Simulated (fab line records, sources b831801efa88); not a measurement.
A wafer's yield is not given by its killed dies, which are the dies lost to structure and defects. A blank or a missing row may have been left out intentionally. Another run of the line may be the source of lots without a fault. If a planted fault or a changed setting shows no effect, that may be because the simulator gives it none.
Matching of chambers    flow sky130    SKY_CAPM_CVD_00 on pecvd-01 has 3 sister chambers
The step deposits SiO2, target thk 15.5 nm. 14 wafers are shown with their chamber, then 7 later ones without.

## EACH WAFER AND ITS CHAMBER
wafer   chamber  heaterPowerW (W)  rfFwdPowerW (W)  heaterPowerOuterW (W)
L688.1  0        852               438.5            491
L688.4  0        846               440.6            506
L688.5  2        669               442.6            386
L690.1  0        774               438.0            452
L690.3  1        661               443.7            380
L690.6  1        664               442.4            383
L693.2  2        661               442.5            382
L693.3  0        804               439.1            457
L693.4  2        668               441.5            387
L694.1  0        759               439.6            447
L694.3  2        717               441.4            422
L694.6  1        675               442.9            383
L695.1  1        631               443.2            341
L695.4  0        808               439.8            479

SIGNATURES, as means of the wafers listed above
reading            chamber 0  chamber 1  chamber 2  scatter within a chamber
heaterPowerW       807.17     657.75     678.75     30.2
rfFwdPowerW        439.267    443.050    442.000    0.769
heaterPowerOuterW  472.00     371.75     394.25     21.6
Rule: for each reading, subtract the chamber's mean from the wafer's reading, divide by that reading's scatter and square the result; add these up over the readings and take the root, which gives the wafer's distance from the chamber. If the next closest chamber is less than 2 further off than the closest, the wafer can't be placed; otherwise it belongs to the closest. The scatter is the square root of a quotient: the sum, over the shown wafers, of each reading's squared deviation from its chamber's mean, divided by wafers minus chambers.

## WAFERS WHOSE CHAMBER IS MISSING
wafer   heaterPowerW (W)  rfFwdPowerW (W)  heaterPowerOuterW (W)
L695.5  651               443.1            369
L696.2  719               445.6            431
L696.5  744               444.1            440
L696.6  794               439.8            453
L697.3  726               444.6            436
L697.4  761               442.8            450
L697.5  753               443.7            439

## WHICH CHAMBER EACH WENT THROUGH
wafer   from the rows above           in truth
L695.5  can't be placed: 1 or 2       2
L696.2  can't be placed: 1 or 2       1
L696.5  can't be placed: 2 or 1       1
L696.6  0                             0
L697.3  can't be placed: 2 or 1       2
L697.4  can't be placed: 2 or 0 or 1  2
L697.5  can't be placed: 2 or 1       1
1 of 7 placed correctly. Can't be placed from these rows: 6 (the true chamber is among the candidates in 6). Wrongly placed: 0.
